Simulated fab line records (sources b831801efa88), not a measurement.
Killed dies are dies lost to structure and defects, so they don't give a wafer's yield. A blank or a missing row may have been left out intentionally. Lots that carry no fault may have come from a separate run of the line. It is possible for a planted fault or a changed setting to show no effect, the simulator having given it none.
A lot that was struck, set against a sound lot ; flow sky130 ; 18 steps out of a route of 708
Sound: the wafers L870.1, L870.2, L870.5. Wafers L862.1, L862.3, L862.5 were the ones struck. The cause is given at the end.
For every step that has rows: the tool of each side, followed by ch and its chambers, followed by its first start. Under that, the readings that differ: sound wafers ; struck wafers ; difference of the means ; sigmas: that difference in standard deviations of wafers without a fault.
alike: readings whose means differ by less than 2 such deviations, and words and numbers that are the same on both sides. not compared: withheld readings, readings that some wafer has no value for, bounds like >300 that may hide the same value, and numbers for which the record gives no deviation and whose values overlap.
A row with sigmas, a row that says differs or no value, or rows on one side alone: a step with any of these is where the two part. When numbers do not overlap yet have no deviation, they are printed without sigmas and do not part them. Lack of a reading on every wafer of one side parts them only where that side has two or more wafers.

first, 2 steps without rows for these wafers: SKY_NWELL_PEB_08; SKY_NWELL_DEVELOP_09 (develop time 60 s).
SKY_NWELL_OVL_MEAS_10:
  struck on overlay-01, day 7 06:05; sound on overlay-02, day 9 09:24
  alike: NWELL_00_OVL
then, 3 steps without rows for these wafers: SKY_NWELL_IMPLANT_11; SKY_NWELL_IMPLANT_12; SKY_NWELL_IMPLANT_13.
SKY_NWELL_STRIP_14: strips in O2/N2.
  sound on plasma-asher-02 ch 0,1, day 9 09:53; struck on plasma-asher-03 ch 0, day 7 06:34
  alike: drypump-motor-current-A, oes-product-au, strip-time-to-endpoint-s
  not compared: rf-hours-counter-h
SKY_NWELL_TW_MEAS_15:
  struck on film-metro-01, day 7 06:40; sound on film-metro-04, day 9 09:59
  alike: NWELL_TW
then, 4 steps without rows for these wafers: SKY_NWELL_DEHYDRATE_16 (time 60 s); SKY_NWELL_HMDS_17 (prime time 60 s); SKY_NWELL_COAT_18 (resist thk 3000 nm); SKY_NWELL_SOFTBAKE_19.
SKY_NWELL_EXPOSE_20: exposes mask NWM COMPLEMENT, target cd 840 nm.
  sound on iline-stepper-02 ch 0, day 9 22:09; struck on iline-stepper-01 ch 0, day 7 16:11
reading;sound;struck;difference;sigmas
model.NWELL.overlay-x-nm (nm);-0.3336 -0.3336 -0.3336;94.3 94.3 94.3;+94.6;
  alike: mask
then, 2 steps without rows for these wafers: SKY_NWELL_PEB_21; SKY_NWELL_DEVELOP_22 (develop time 60 s).
SKY_NWELL_OVL_MEAS_23:
  struck on overlay-01, day 8 02:32; sound on overlay-01, day 10 09:00
reading;sound;struck;difference;sigmas
NWELL_01_OVL (nm);0.5 0.0 0.8;93.8 92.8 93.0;+92.8;+66
after that, 1 step had no rows for these wafers: SKY_NWELL_IMPLANT_24.
-- the record jumps here: 41 days lie between the struck wafers' starts before and after (it left off in module NWELL and takes up again in module PAD_OPEN, whose first step shown is number 708 of the route) --
SKY_PAD_OPEN_PROBE_99:
  struck on prober-01, day 49 02:10; sound on prober-01, day 50 11:40
reading;sound;struck;difference;sigmas
model.etest.pfet_16v.r-on-ohm-um;1.521e+04 1.529e+04 1.573e+04;1.613e+04 1.717e+04 1.732e+04;+1.463e+03;
model.etest.nfet_16v.r-on-ohm-um;1.386e+04 1.399e+04 1.411e+04;1.578e+04 1.576e+04 1.579e+04;+1.790e+03;
model.etest.pfet_16v.drive-ua-um;237.5 236.7 232.4;220.7 209.5 208.3;-22.7;
model.etest.nfet_16v.drive-ua-um;220.3 219.9 219.1;207.3 208.5 207;-12.2;
  alike: killed_at_M0_to_M3, killed_at_M4_up, killed-at-contacts, killed-at-front-end, killed-at-other, killed-dies, killed-open, killed-short

## WHERE THEY PART
Only at SKY_NWELL_OVL_MEAS_23, as far as this record shows. Later steps at which nothing parts them and some readings are alike: SKY_PAD_OPEN_PROBE_99.

WHY: what had been put in by the simulator
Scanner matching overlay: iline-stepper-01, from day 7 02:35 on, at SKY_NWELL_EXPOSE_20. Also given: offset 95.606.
